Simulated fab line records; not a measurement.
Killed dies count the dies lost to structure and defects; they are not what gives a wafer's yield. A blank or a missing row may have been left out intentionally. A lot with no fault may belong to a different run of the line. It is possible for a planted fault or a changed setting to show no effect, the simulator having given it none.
Check for tools in common ; flow sky130 ; 36 wafers sampled across 12 lots

## REASON IT WAS OPENED
2 of 12 lots carry a flag on the reading PWDE_TW at SKY_PWDE_TW_MEAS_10. Wafers without a fault read 378, standard deviation 4.2.
Rule: a lot is flagged in two cases, either no wafer of it has a number, or all its wafers with numbers fall more than 4 standard deviations from that mean. All remaining lots are regarded as sound.

lot;measured;on;PWDE_TW, wafer by wafer;flag
L709;day 4 04:18;film_metro-02;374 372 373;
L711;day 4 08:19;film_metro-01;382 382 382;
L712;day 4 14:09;film_metro-01;381 380 382;
L714;day 5 05:13;film_metro-01;383 380 379;
L715;day 5 14:07;film_metro-02;375 374 375;
L716;day 5 14:13;film_metro-03;373 373 373;
L720;day 6 12:11;film_metro-01;384 385 382;
L722;day 7 04:27;film_metro-02;411 412 411;FLAGGED
L724;day 7 11:57;film_metro-03;410 405 408;FLAGGED
L725;day 7 14:25;film_metro-01;384 387 382;
L726;day 7 18:35;film_metro-01;384 385 383;
L727;day 8 00:46;film_metro-01;383 383 381;
On average the flagged lots' numbers are 410, which is +32 against the usual, or +8 standard deviations.

## TOOL THAT RAN EACH LOT
The record keeps 1 process step preceding the reading, out of 708 steps on the route. Each cell gives the tool, then ch followed by the chambers the sampled wafers passed through, then the start.
lot;flag;SKY_PWDE_IMPLANT_08
L709;;implanter-01 ch 0, day 4 04:03
L711;;implanter-03 ch 0, day 4 08:04
L712;;implanter-01 ch 0, day 4 13:54
L714;;implanter-03 ch 0, day 5 04:58
L715;;implanter-01 ch 0, day 5 13:54
L716;;implanter-03 ch 0, day 5 13:53
L720;;implanter-01 ch 0, day 6 11:59
L722;FLAGGED;implanter-03 ch 0, day 7 04:12
L724;FLAGGED;implanter-03 ch 0, day 7 11:42
L725;;implanter-01 ch 0, day 7 14:12
L726;;implanter-01 ch 0, day 7 18:23
L727;;implanter-01 ch 0, day 8 00:33
What these steps do:
- SKY_PWDE_IMPLANT_08
- SKY_PWDE_TW_MEAS_10

## FLAGGED OVER TOTAL, TOOL BY TOOL (the gauges that took the reading come last)
step;tool;lots run;flagged;share of the flagged lots;sound lots run after its first flagged lot
SKY_PWDE_IMPLANT_08;implanter-01;7;0;none;-
SKY_PWDE_IMPLANT_08;implanter-03;5;2;all;0
SKY_PWDE_TW_MEAS_10;film_metro-01;7;0;none;-
SKY_PWDE_TW_MEAS_10;film_metro-02;3;1;some;0
SKY_PWDE_TW_MEAS_10;film_metro-03;2;1;some;0

## WHAT THE TABLE ALLOWS
Rows of the table that ran each flagged lot: 1, that is implanter-03 at SKY_PWDE_IMPLANT_08.
- implanter-03 at SKY_PWDE_IMPLANT_08 ran 5 lots, 2 of them flagged. Last sound lot L716 at day 5 13:53, first flagged lot L722 at day 7 04:12; a fault beginning in between fits. Its own readings lie more than 4 standard deviations out on every wafer of the flagged lots: beam_on_s, faraday_current_uA.
Just one tool remains: implanter-03 at SKY_PWDE_IMPLANT_08.

## WHAT THE SIMULATOR HAD PUT IN
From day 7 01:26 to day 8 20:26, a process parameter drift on implanter-03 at SKY_PWDE_IMPLANT_08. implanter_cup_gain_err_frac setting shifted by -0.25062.
Shown lots that were struck: L722, L724. Same finding as the rule above.
